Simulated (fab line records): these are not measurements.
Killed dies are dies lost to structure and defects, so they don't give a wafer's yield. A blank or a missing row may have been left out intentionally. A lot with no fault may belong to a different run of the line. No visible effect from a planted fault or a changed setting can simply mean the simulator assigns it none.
Which tool is to blame? ; flow sfq line ; 42 wafers sampled from 14 lots at 1 step of a route of 325

== WHAT THE GAUGES READ, wafer by wafer ==
SFQ_I1_BOW_MEAS_912. Usual: I1_BOW typically reads 0 um, with standard deviation 7.
lot;measured;on;I1_BOW (um);flag
L771;day 13 15:44;film metro-04;-2 -3 8;
L772;day 13 20:50;film metro-04;-5 -3 -13;
L773;day 14 05:46;film metro-03;-6 -3 -7;
L774;day 14 07:49;film metro-04;2 -6 -3;
L775;day 14 11:46;film metro-03;-4 1 9;
L776;day 14 21:56;film metro-03;12 6 0;
L778;day 15 12:58;film metro-04;1 -2 -1;
L784;day 18 11:21;film metro-01;3 9 18;
L785;day 18 17:30;film metro-03;7 11 10;
L786;day 18 20:20;film metro-04;5 -3 -8;
L787;day 19 00:42;film metro-01;3 -12 -6;
L791;day 20 09:41;film metro-01;8 0 -4;
L792;day 20 22:53;film metro-03;-7 -6 -4;
L793;day 21 08:30;film metro-03;-1 -15 -3;

== EACH LOT AND THE TOOL THAT RAN IT (in order: tool; ch and the chambers of the sampled wafers; start) ==
There is no process step in the record ahead of these readings.

== AS READ BY THE TOOLS THEMSELVES (means over the sampled wafers that have a number; for cases with no such wafer, the mark the record gives instead) ==
The record holds no such reading with a usual standard deviation.

== THE ANSWER, worked out from the rows above alone ==
Rule: a lot counts as off when the mean over its wafers that have a number is more than 3 standard deviations away from the usual mean. Also off: a lot with no number at a reading for which 4 or more lots have one. Any other lot the step has rows for is counted as sound. Order of review: gauges by route order, followed by the tools' own readings, for which a lot's mean as printed above is used. The first step at which some lot is off is used, and at that step the reading that is off furthest; a lot without a number counts as furthest.
Nothing can be told from this: no lot is off at any reading shown.

== WHAT WAS PUT IN BY THE SIMULATOR ==
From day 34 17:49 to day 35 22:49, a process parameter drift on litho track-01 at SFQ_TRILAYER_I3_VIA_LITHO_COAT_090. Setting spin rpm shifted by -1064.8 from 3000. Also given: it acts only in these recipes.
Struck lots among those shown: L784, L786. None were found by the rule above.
